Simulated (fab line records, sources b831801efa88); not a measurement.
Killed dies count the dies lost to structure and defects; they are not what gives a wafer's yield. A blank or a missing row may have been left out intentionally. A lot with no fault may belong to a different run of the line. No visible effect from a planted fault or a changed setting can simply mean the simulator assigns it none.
Which tool did it? | flow gf180mcu | 13 lots with 39 wafers sampled at 3 steps, on a route of 602 steps

WHAT EACH GAUGE READ, for each wafer
GF_V4_THK_MEAS_03. Usual: for V4_CVD_02_THK the level is 851 nm and the standard deviation is 13.
lot  | measured     | on            | V4_CVD_02_THK (nm) | flag
L788 | day 24 16:32 | film_metro-01 | 855 847 867        |
L789 | day 24 18:32 | film_metro-01 | 862 884 858        |
L791 | day 25 20:01 | film_metro-01 | 852 864 877        |
L792 | day 26 04:59 | film_metro-02 | 861 860 857        |
L793 | day 26 09:11 | film_metro-02 | 837 850 859        |
L794 | day 26 21:52 | film_metro-02 | 840 841 858        |
L795 | day 26 20:59 | film_metro-01 | 843 852 847        |
L796 | day 27 06:07 | film_metro-02 | 851 847 857        |
L797 | day 27 09:56 | film_metro-02 | 863 854 850        |
L801 | day 28 18:53 | film_metro-01 | 837 860 849        |
L802 | day 29 06:40 | film_metro-01 | 845 860 865        |
L806 | day 30 04:52 | film_metro-04 | 835 860 863        |
L809 | day 30 23:38 | film_metro-01 | 855 857 865        |

WHAT TOOL EACH LOT RAN ON (gives the tool, then ch and the chambers of the sampled wafers, and finally the start)
lot  | GF_VT_IMPLANT_STRIP_09               | GF_M3_SPUTTER_04
L788 | plasma_asher-01 ch 1, day 6 00:47    | pvd_sputter-04, day 21 15:30
L789 | plasma_asher-04 ch 1, day 6 06:04    | pvd_sputter-01, day 21 16:47
L791 | plasma_asher-03 ch 0,1, day 6 18:08  | pvd_sputter-03, day 22 21:03
L792 | plasma_asher-01 ch 0,1, day 7 02:20  | pvd_sputter-04, day 23 04:50
L793 | plasma_asher-03 ch 0,1, day 7 08:22  | pvd_sputter-01, day 23 10:42
L794 | plasma_asher-01 ch 0,1, day 7 12:50  | pvd_sputter-04, day 24 00:09
L795 | plasma_asher-03 ch 0,1, day 7 19:14  | pvd_sputter-01, day 23 23:44
L796 | plasma_asher-03 ch 0,1, day 8 03:01  | pvd_sputter-03, day 24 07:58
L797 | plasma_asher-03 ch 0, day 8 06:02    | pvd_sputter-03, day 24 12:20
L801 | plasma_asher-03 ch 0,1, day 9 12:56  | pvd_sputter-03, day 26 01:26
L802 | plasma_asher-03 ch 0,1, day 9 21:55  | pvd_sputter-01, day 26 13:07
L806 | plasma_asher-01 ch 0,1, day 10 19:08 | pvd_sputter-03, day 27 13:22
L809 | plasma_asher-01 ch 0, day 11 13:53   | pvd_sputter-01, day 28 10:47
- GF_VT_IMPLANT_STRIP_09: strips in O2/N2.
- GF_M3_SPUTTER_04: material TiN, target thk 50 nm, time 41.7 s.

AS READ BY THE TOOLS THEMSELVES (means over the sampled wafers that have a number; for cases with no such wafer, the mark the record gives instead)
GF_VT_IMPLANT_STRIP_09. Usual: drypump_motor_current_A 5.8 A, standard deviation 0.45; heater_power_w 325 W, standard deviation 33; oes_product_au 0.716 a.u., standard deviation 0.0045; strip_time_to_endpoint_s 12.63 s, standard deviation 0.036.
lot  | tool            | drypump_motor_current_A (A) | heater_power_w (W) | oes_product_au (a.u.) | strip_time_to_endpoint_s (s) | flag
L788 | plasma_asher-01 | 6.5                         | 308                | 0.717                 | 12.66                        |
L789 | plasma_asher-04 | 5.8                         | 382                | 0.721                 | 12.65                        |
L791 | plasma_asher-03 | 5.6                         | 286                | 0.716                 | 12.59                        |
L792 | plasma_asher-01 | 5.6                         | 325                | 0.718                 | 12.66                        |
L793 | plasma_asher-03 | 5.6                         | 289                | 0.711                 | 12.61                        |
L794 | plasma_asher-01 | 6.1                         | 317                | 0.713                 | 12.58                        |
L795 | plasma_asher-03 | 5.6                         | 285                | 0.712                 | 12.65                        |
L796 | plasma_asher-03 | 5.6                         | 298                | 0.714                 | 12.71                        |
L797 | plasma_asher-03 | 5.6                         | 276                | 0.715                 | 12.60                        |
L801 | plasma_asher-03 | 5.7                         | 291                | 0.718                 | 12.67                        |
L802 | plasma_asher-03 | 5.6                         | 286                | 0.713                 | 12.59                        |
L806 | plasma_asher-01 | 6.1                         | 315                | 0.719                 | 12.64                        |
L809 | plasma_asher-01 | 5.2                         | 343                | 0.720                 | 12.61                        |

GF_M3_SPUTTER_04. Usual: throttle_valve_pct reads 30.0 % (standard deviation 1.1).
lot  | tool           | throttle_valve_pct (%) | flag
L788 | pvd_sputter-04 | 30.0                   |
L789 | pvd_sputter-01 | 31.2                   |
L791 | pvd_sputter-03 | 28.8                   |
L792 | pvd_sputter-04 | 30.2                   |
L793 | pvd_sputter-01 | 30.5                   |
L794 | pvd_sputter-04 | 29.3                   |
L795 | pvd_sputter-01 | 30.9                   |
L796 | pvd_sputter-03 | 29.1                   |
L797 | pvd_sputter-03 | 28.6                   |
L801 | pvd_sputter-03 | 29.1                   |
L802 | pvd_sputter-01 | 31.4                   |
L806 | pvd_sputter-03 | 28.9                   |
L809 | pvd_sputter-01 | 30.5                   |

THE ANSWER, worked out from the rows above alone
Rule: lot off if the mean of its wafers having a number is beyond 3 standard deviations from the usual mean. A lot without any number at a reading at which 4 lots or more have one is off too. Where the step has rows for the other lots, those lots are counted as sound. After the gauges, taken in route order, come the tools' own readings; for these a lot's mean is taken, as printed above. At the first step where some lot is off, the reading lying furthest off is the one used; lots without a number count as furthest.
No lot is off on any of the readings shown, so nothing can be concluded from this.

WHAT THE SIMULATOR HAD INSERTED
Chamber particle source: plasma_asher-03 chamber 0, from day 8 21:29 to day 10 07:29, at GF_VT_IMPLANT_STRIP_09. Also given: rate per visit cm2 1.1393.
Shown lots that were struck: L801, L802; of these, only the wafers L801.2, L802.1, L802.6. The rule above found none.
